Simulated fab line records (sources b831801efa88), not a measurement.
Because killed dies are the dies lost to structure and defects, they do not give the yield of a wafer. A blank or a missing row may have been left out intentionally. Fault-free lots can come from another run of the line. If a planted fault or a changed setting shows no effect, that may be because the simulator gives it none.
Chamber matching | flow sky130 | SKY_VIA3_ETCH_15 on rie-diel-02: 4 sister chambers
The step etches SiO2 in C4F8/O2/Ar, stops on TiN, target depth 507 nm, time 78 s. 8 wafers are shown with their chamber, then 7 later ones without.

EACH WAFER AND ITS CHAMBER
wafer  | chamber | oes-product-au (a.u.)
L081.3 | 2       | 0.958
L085.3 | 3       | 0.948
L085.6 | 1       | 0.943
L086.1 | 2       | 0.940
L086.4 | 1       | 0.943
L086.6 | 0       | 0.941
L091.2 | 0       | 0.948
L091.3 | 3       | 0.944

WAFERS WHOSE CHAMBER IS MISSING
wafer  | oes-product-au (a.u.)
L091.6 | 0.945
L092.4 | 0.944
L092.5 | 0.946
L092.6 | 0.947
L095.3 | 0.952
L095.4 | 0.942
L095.6 | 0.952

WHICH CHAMBER EACH ONE RAN IN
wafer  | from the rows above               | in truth
L091.6 | can't be placed: 0 or 3 or 1 or 2 | 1
L092.4 | can't be placed: 0 or 1 or 3 or 2 | 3
L092.5 | can't be placed: 3 or 0 or 1 or 2 | 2
L092.6 | can't be placed: 3 or 2 or 0 or 1 | 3
L095.3 | can't be placed: 2 or 3 or 0 or 1 | 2
L095.4 | can't be placed: 1 or 0 or 3 or 2 | 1
L095.6 | can't be placed: 2 or 3 or 0 or 1 | 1
0 of 7 placed correctly. Not placeable from these rows: 7 (in 7, the candidates include the true chamber). Placed wrongly: 0.
How it was worked out, from the rows above alone: a wafer's distance from a chamber is the root of the sum, over the readings, of the square of ((its reading less the chamber's mean) divided by the reading's scatter). The wafer belongs to the nearest chamber; if the next one is less than 2 further off, it can't be placed. For every chamber, the mean is computed from those of its wafers that are shown. The scatter: the root of (the sum of the squares of (reading less its chamber's mean) over the shown wafers, divided by (wafers less chambers)).
